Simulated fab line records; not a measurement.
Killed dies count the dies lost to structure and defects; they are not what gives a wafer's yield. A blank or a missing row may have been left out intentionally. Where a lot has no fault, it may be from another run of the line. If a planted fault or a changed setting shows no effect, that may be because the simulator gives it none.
fab line records	flow gf180mcu
[record] lots = 13	wafers = 39	last_day = 34
route steps=602 shown POLY_GATE@157 M1@329 V1@350
lots that met no fault: taken from a fault-free run of the same line
start_h: start of the lot's first displayed wafer, in hours after the record's first day	wait_h: time in hours since the lot's previous step	" the same as in the row above	L1.1+2: a row that stands for several wafers	- no value present, or no start provided	* or withheld: withheld	< > ~ a bound
route shown NAME@n: names a module that has steps shown in the file, with the first one's number in the route	usual: the fault-free wafers' mean and standard deviation	same: alike in all rows	chamber/n: place in a boat	sites: per-site readings	_std_site: how widely they spread, as a standard deviation	_edge_site: inner sites' mean taken away from outer sites' mean	radius_mm: how far each site lies from the wafer's centre	mask NAME#n: copy n	behind: the last tool/chamber to shape the wafer	hold: why the lot went on hold/how many hours it stayed there/how the hold came to an end	device: transistor that didn't switch, given as n, p or np	end of line: the route-end tests of the same wafers	step lacking rows: just its recipe	killed: the dies lost at the first sort to structure and to defects; this is not the yield of the wafer	map: dies across one wafer; x = killed, . = not, _ = none there
set.NAME: the run value of the setting; set.NAME@STEP: its run value at that earlier step	model.NAME: the simulator's own value behind a step, which no gauge read
the route's steps for a sample of lots (tables are steps, rows are wafers)
services: when a tool's chamber went out of use (start_h, in hours from the record's first day, below 0 if earlier), for how many hours, and the reason
[[steps]]
[step GF_POLY_GATE_CVD_00]
[recipe] material = poly-Si	target_thk_nm = 200	temp_c = 620	time_s = 1200	pressure_mtorr = 200
[usual] spike_tc_bottom_C = 644.6/1.7	spike_tc_centre_C = 620.6/1.2	spike_tc_lower_C = 620.4/1.2	zone_power_centre_pct = 9.2/1.4	zone_power_lower_pct = 9.0/1.1	zone_power_top_pct = 18.2/1.4
lot.wafer	tool	chamber	start_h	wait_h	spike_tc_bottom_C	spike_tc_centre_C	spike_tc_lower_C	zone_power_centre_pct	zone_power_lower_pct	zone_power_top_pct
L940.1	lpcvd-01	0	179.32	0.0	642.5	622.1	621.0	8.4	8.7	17.8
L940.3	"	0	"	"	642.5	621.6	619.9	8.4	8.8	17.9
L940.4	"	0	"	"	642.3	620.2	619.3	8.4	8.8	17.8
L941.1	lpcvd-01	1	185.29	0.0	645.3	618.7	622.0	9.0	8.3	16.8
L941.3	"	1	"	"	646.0	621.4	622.5	9.1	8.3	16.8
L941.5	"	1	"	"	645.6	620.1	622.3	9.1	8.2	16.9
L942.1	lpcvd-01	0	189.98	0.0	642.4	620.8	622.3	8.4	8.7	17.9
L942.2	"	0	"	"	643.2	622.3	621.9	8.3	8.7	17.7
L942.3	"	0	"	"	641.3	620.7	620.6	8.4	8.6	17.7
L943.1	lpcvd-01	1	201.28	0.0	643.5	619.7	622.9	9.1	8.3	17.1
L943.5	"	1	"	"	644.5	621.1	619.3	9.0	8.2	16.7
L943.6	"	1	"	"	645.4	619.2	621.1	9.0	8.2	17.0
L944.2	lpcvd-02	1	206.76	0.0	645.2	621.3	621.1	7.8	8.2	18.6
L944.3	"	1	"	"	644.0	620.4	620.7	7.9	8.3	18.6
L944.5	"	1	"	"	643.9	619.4	621.1	7.8	8.1	18.7
L945.2	lpcvd-02	0	212.51	0.0	646.6	621.3	618.4	11.8	11.3	20.5
L945.3	"	0	"	"	647.5	621.8	620.8	11.9	11.0	20.1
L945.4	"	0	"	"	647.3	621.2	620.4	12.0	11.1	20.9
L946.1	lpcvd-01	0	220.16	0.0	643.9	621.3	621.8	8.6	8.7	17.6
L946.3	"	0	"	"	642.8	619.8	619.3	8.4	8.8	17.8
L946.6	"	0	"	"	642.6	621.9	620.2	8.4	8.7	17.9
L952.2	lpcvd-01	1	261.12	0.0	636.9	614.5	673.2	4.7	17.0	16.5
L952.4	"	1	"	"	635.6	613.4	673.2	4.7	17.2	16.5
L952.5	"	1	"	"	637.3	613.1	671.4	4.7	17.1	16.7
L955.4	lpcvd-01	1	283.41	0.8	638.0	613.6	673.6	4.8	17.5	16.6
L955.5	"	1	"	"	635.9	612.0	674.6	4.8	17.6	16.7
L955.6	"	1	"	"	634.0	611.5	672.8	4.7	17.2	16.5
L956.1	lpcvd-02	0	288.28	0.5	647.1	621.3	618.6	11.8	11.0	21.1
L956.5	"	0	"	"	646.5	620.7	619.4	11.9	11.2	20.5
L956.6	"	0	"	"	646.6	622.1	619.7	11.8	11.1	20.5
L957.1	lpcvd-02	1	294.66	0.0	644.6	621.7	620.8	7.8	8.2	18.4
L957.2	"	1	"	"	645.6	620.8	619.8	7.8	8.0	18.7
L957.5	"	1	"	"	644.5	620.1	618.9	8.0	8.2	18.5
L960.3	lpcvd-02	1	317.30	0.0	645.9	621.1	620.9	7.8	8.1	18.3
L960.4	"	1	"	"	645.2	620.7	622.7	7.9	8.0	18.6
L960.5	"	1	"	"	643.7	621.5	619.1	8.0	8.0	19.0
L961.2	lpcvd-02	0	321.42	0.0	646.2	622.4	620.2	12.2	11.1	20.3
L961.4	"	0	"	"	644.5	621.6	620.2	11.9	11.0	20.7
L961.6	"	0	"	"	646.1	620.8	620.8	11.7	11.2	20.6
[step GF_POLY_GATE_THK_MEAS_01]
[recipe] reads = poly-Si_of_POLY_GATE_CVD_00
[usual] POLY_GATE_CVD_00_THK = 200.0/1.7
lot.wafer	tool	chamber	start_h	wait_h	POLY_GATE_CVD_00_THK[nm]
L940.1	film_metro-02	-	180.65	0.0	202.8
L940.3	"	-	"	"	202.2
L940.4	"	-	"	"	202.4
L941.1	film_metro-01	-	186.63	0.0	201.0
L941.3	"	-	"	"	201.5
L941.5	"	-	"	"	202.1
L942.1	film_metro-04	-	191.31	0.0	201.0
L942.2	"	-	"	"	199.6
L942.3	"	-	"	"	200.3
L943.1	film_metro-01	-	202.61	0.0	200.4
L943.5	"	-	"	"	199.3
L943.6	"	-	"	"	201.4
L944.2	film_metro-04	-	208.11	0.0	200.0
L944.3	"	-	"	"	198.9
L944.5	"	-	"	"	199.6
L945.2	film_metro-02	-	213.86	0.0	199.8
L945.3	"	-	"	"	199.8
L945.4	"	-	"	"	201.0
L946.1	film_metro-04	-	221.50	0.0	196.3
L946.3	"	-	"	"	198.9
L946.6	"	-	"	"	201.4
L952.2	film_metro-04	-	263.13	0.0	204.6
L952.4	"	-	"	"	202.0
L952.5	"	-	"	"	201.4
L955.4	film_metro-01	-	284.78	0.0	232.2
L955.5	"	-	"	"	219.9
L955.6	"	-	"	"	214.0
L956.1	film_metro-04	-	290.28	0.0	198.4
L956.5	"	-	"	"	199.4
L956.6	"	-	"	"	199.9
L957.1	film_metro-04	-	296.66	0.0	199.7
L957.2	"	-	"	"	200.9
L957.5	"	-	"	"	199.7
L960.3	film_metro-04	-	318.65	0.0	199.3
L960.4	"	-	"	"	201.3
L960.5	"	-	"	"	201.8
L961.2	film_metro-01	-	322.77	0.0	198.9
L961.4	"	-	"	"	198.3
L961.6	"	-	"	"	197.3
[step GF_M1_CD_MEAS_14]
[recipe] target_cd_nm = 230
[usual] cd_nm = 230.0/1.2
lot.wafer	tool	chamber	start_h	wait_h	cd_nm
L940.1	cd_sem-01	-	386.52	0.1	232.1
L940.3	"	-	"	"	232.7
L940.4	"	-	"	"	232.4
L941.1	cd_sem-01	-	393.04	0.1	230.4
L941.3	"	-	"	"	231.3
L941.5	"	-	"	"	231.2
L942.1	cd_sem-01	-	398.48	0.1	230.5
L942.2	"	-	"	"	231.5
L942.3	"	-	"	"	231.6
L943.1	cd_sem-01	-	416.57	0.1	231.1
L943.5	"	-	"	"	229.9
L943.6	"	-	"	"	230.4
L944.2	cd_sem-02	-	423.29	0.1	229.3
L944.3	"	-	"	"	228.1
L944.5	"	-	"	"	229.2
L945.2	cd_sem-01	-	426.96	0.1	228.7
L945.3	"	-	"	"	230.5
L945.4	"	-	"	"	230.5
L946.1	cd_sem-01	-	440.87	0.1	229.0
L946.3	"	-	"	"	229.6
L946.6	"	-	"	"	228.3
L952.2	cd_sem-02	-	492.84	0.1	230.4
L952.4	"	-	"	"	232.2
L952.5	"	-	"	"	232.0
L955.4	cd_sem-02	-	522.83	0.1	229.9
L955.5	"	-	"	"	229.9
L955.6	"	-	"	"	229.2
L956.1	cd_sem-02	-	525.44	0.1	230.3
L956.5	"	-	"	"	231.1
L956.6	"	-	"	"	231.4
L957.1	cd_sem-01	-	531.54	0.1	230.3
L957.2	"	-	"	"	228.5
L957.5	"	-	"	"	229.9
L960.3	cd_sem-02	-	559.96	0.1	230.6
L960.4	"	-	"	"	229.3
L960.5	"	-	"	"	229.6
L961.2	cd_sem-01	-	564.94	0.1	229.1
L961.4	"	-	"	"	231.0
L961.6	"	-	"	"	230.2
[step GF_M1_OVL_MEAS_15]
[usual] M1_OVL = 0/4.5
lot.wafer	tool	chamber	start_h	wait_h	M1_OVL[nm]
L940.1	overlay-01	-	386.64	0.1	5
L940.3	"	-	"	"	7
L940.4	"	-	"	"	2
L941.1	overlay-02	-	393.16	0.1	10
L941.3	"	-	"	"	2
L941.5	"	-	"	"	4
L942.1	overlay-02	-	398.60	0.1	-5
L942.2	"	-	"	"	0
L942.3	"	-	"	"	-3
L943.1	overlay-02	-	416.69	0.1	-4
L943.5	"	-	"	"	-5
L943.6	"	-	"	"	-3
L944.2	overlay-02	-	423.39	0.1	-3
L944.3	"	-	"	"	-6
L944.5	"	-	"	"	-1
L945.2	overlay-02	-	427.07	0.1	-8
L945.3	"	-	"	"	-11
L945.4	"	-	"	"	-9
L946.1	overlay-02	-	440.99	0.1	6
L946.3	"	-	"	"	2
L946.6	"	-	"	"	0
L952.2	overlay-01	-	492.94	0.1	-3
L952.4	"	-	"	"	-2
L952.5	"	-	"	"	4
L955.4	overlay-02	-	522.91	0.1	-12
L955.5	"	-	"	"	-4
L955.6	"	-	"	"	1
L956.1	overlay-02	-	525.56	0.1	1
L956.5	"	-	"	"	5
L956.6	"	-	"	"	-3
L957.1	overlay-02	-	531.66	0.1	5
L957.2	"	-	"	"	2
L957.5	"	-	"	"	6
L960.3	overlay-02	-	560.06	0.1	-1
L960.4	"	-	"	"	3
L960.5	"	-	"	"	3
L961.2	overlay-02	-	565.04	0.1	-2
L961.4	"	-	"	"	-4
L961.6	"	-	"	"	-4
[step GF_V1_OVL_MEAS_15]
[usual] V1_OVL = -5/5.1
lot.wafer	tool	chamber	start_h	wait_h	V1_OVL[nm]
L940.1	overlay-02	-	410.92	0.1	-11
L940.3	"	-	"	"	-5
L940.4	"	-	"	"	-6
L941.1	overlay-01	-	416.80	0.1	-6
L941.3	"	-	"	"	-8
L941.5	"	-	"	"	-4
L942.1	overlay-02	-	422.76	0.1	0
L942.2	"	-	"	"	-10
L942.3	"	-	"	"	-1
L943.1	overlay-01	-	442.26	0.1	-3
L943.5	"	-	"	"	-7
L943.6	"	-	"	"	-7
L944.2	overlay-02	-	449.60	0.1	-3
L944.3	"	-	"	"	0
L944.5	"	-	"	"	-9
L945.2	overlay-02	-	452.51	0.1	-3
L945.3	"	-	"	"	-4
L945.4	"	-	"	"	-3
L946.1	overlay-02	-	467.20	0.1	-8
L946.3	"	-	"	"	-2
L946.6	"	-	"	"	-17
L952.2	overlay-01	-	518.06	0.1	-3
L952.4	"	-	"	"	-8
L952.5	"	-	"	"	-7
L955.4	overlay-02	-	547.74	0.1	-10
L955.5	"	-	"	"	-4
L955.6	"	-	"	"	-9
L956.1	overlay-01	-	549.86	0.1	-3
L956.5	"	-	"	"	-11
L956.6	"	-	"	"	-10
L957.1	overlay-01	-	555.86	0.1	7
L957.2	"	-	"	"	3
L957.5	"	-	"	"	2
L960.3	overlay-01	-	583.82	0.1	-7
L960.4	"	-	"	"	-11
L960.5	"	-	"	"	-3
L961.2	overlay-02	-	588.25	0.1	-3
L961.4	"	-	"	"	0
L961.6	"	-	"	"	2
[[services]]
tool	chamber	start_h	hours	kind
lpcvd-02	-	197.06	2.2	repair
[[key]]
[first_sign] step = GF_POLY_GATE_CVD_00	reading = spike_tc_lower_C	direction = up	sigmas = 44	usual = 620.4	struck = 673.1
[effect] step = GF_POLY_GATE_CVD_00	reading = zone_power_lower_pct	direction = up	sigmas = 7.3	usual = 9.0	struck = 17.3
[effect] step = GF_POLY_GATE_THK_MEAS_01	reading = POLY_GATE_CVD_00_THK	direction = up	sigmas = 7.2	usual = 200.0	struck = 212.4	wafers_moved = 4
met_at GF_POLY_GATE_CVD_00
struck_lots L952,L955
tester_left_out L952,L955
not_acting_at GF_M1_CD_MEAS_14,GF_M1_OVL_MEAS_15,GF_V1_OVL_MEAS_15
onset_between 220.16 261.12
[fault] kind = process_parameter_drift	tool = lpcvd-01	chamber = -	onset_h = 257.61	steps = GF_POLY_GATE_CVD_00	channel = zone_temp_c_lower	offset = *	shape = step	end_h = 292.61
// tester_left_out: of these lots the tester's yield and bins aren't shown, on N5 and GAA mostly nor the transistor test; their killed dies are dies lost to structure and defects alone, not to doping, threshold or leakage, so they don't give the yield
